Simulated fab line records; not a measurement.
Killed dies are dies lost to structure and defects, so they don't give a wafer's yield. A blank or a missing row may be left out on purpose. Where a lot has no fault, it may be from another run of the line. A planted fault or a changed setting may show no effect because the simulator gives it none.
Matching of chambers	flow sky130	SKY_CONTACT_CMP_27 on cmp-02: 4 sister chambers
The step polishes, stops on SiO2, t overpolish 15 s, target thk 0 nm. 16 wafers are shown with their chamber, then 8 later ones without.

## WAFERS, EACH WITH ITS CHAMBER
wafer	chamber	motor_current_A (A)	retaining_ring_pressure_frac	time_to_endpoint_s (s)
L636.2	3	9.6	1.006	86
L636.4	1	12.1	1.002	84
L636.6	0	10.3	0.995	85
L638.4	2	11.0	0.999	87
L638.5	3	9.6	1.008	86
L638.6	0	10.4	0.996	93
L642.3	3	9.2	0.995	90
L642.5	1	12.0	1.001	88
L642.6	0	10.8	1.002	88
L645.1	2	11.8	1.007	81
L645.5	1	10.9	0.994	82
L645.6	2	11.5	1.004	84
L648.1	2	11.9	1.006	77
L648.2	3	9.0	0.997	81
L648.6	0	10.7	1.002	80
L649.1	0	10.6	0.997	82

SIGNATURES (means of the wafers above)
reading	chamber 0	chamber 1	chamber 2	chamber 3	scatter within a chamber
motor_current_A	10.560	11.667	11.550	9.350	0.389
retaining_ring_pressure_frac	0.99840	0.99900	1.00400	1.00150	0.00453
time_to_endpoint_s	85.60	84.67	82.25	85.75	4.28
Rule: a wafer lies at a distance from a chamber equal to the root of the sum of squares, over the readings, of (its reading less the chamber's mean, divided by the reading's scatter). The wafer belongs to the nearest chamber; if the next one is less than 2 further off, it can't be placed. The scatter is the square root of a quotient: the sum, over the shown wafers, of each reading's squared deviation from its chamber's mean, divided by wafers minus chambers.

## WAFERS MISSING THEIR CHAMBER
wafer	motor_current_A (A)	retaining_ring_pressure_frac	time_to_endpoint_s (s)
L649.2	9.9	0.999	83
L649.4	12.2	0.999	85
L651.3	12.0	0.998	79
L651.4	10.2	0.998	84
L651.5	11.5	1.002	81
L650.1	9.9	1.003	87
L650.3	9.0	1.000	88
L650.6	9.1	1.011	88

## CHAMBER TAKEN BY EACH
wafer	from the rows above	in truth
L649.2	can't be placed: 3 or 0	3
L649.4	can't be placed: 1 or 2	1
L651.3	can't be placed: 1 or 2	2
L651.4	can't be placed: 0 or 3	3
L651.5	can't be placed: 2 or 1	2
L650.1	can't be placed: 3 or 0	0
L650.3	3	3
L650.6	3	3
Placed correctly: 2 of 8. Can't be placed from these rows: 6 (the true chamber is among the candidates in 6). Wrongly placed: 0.
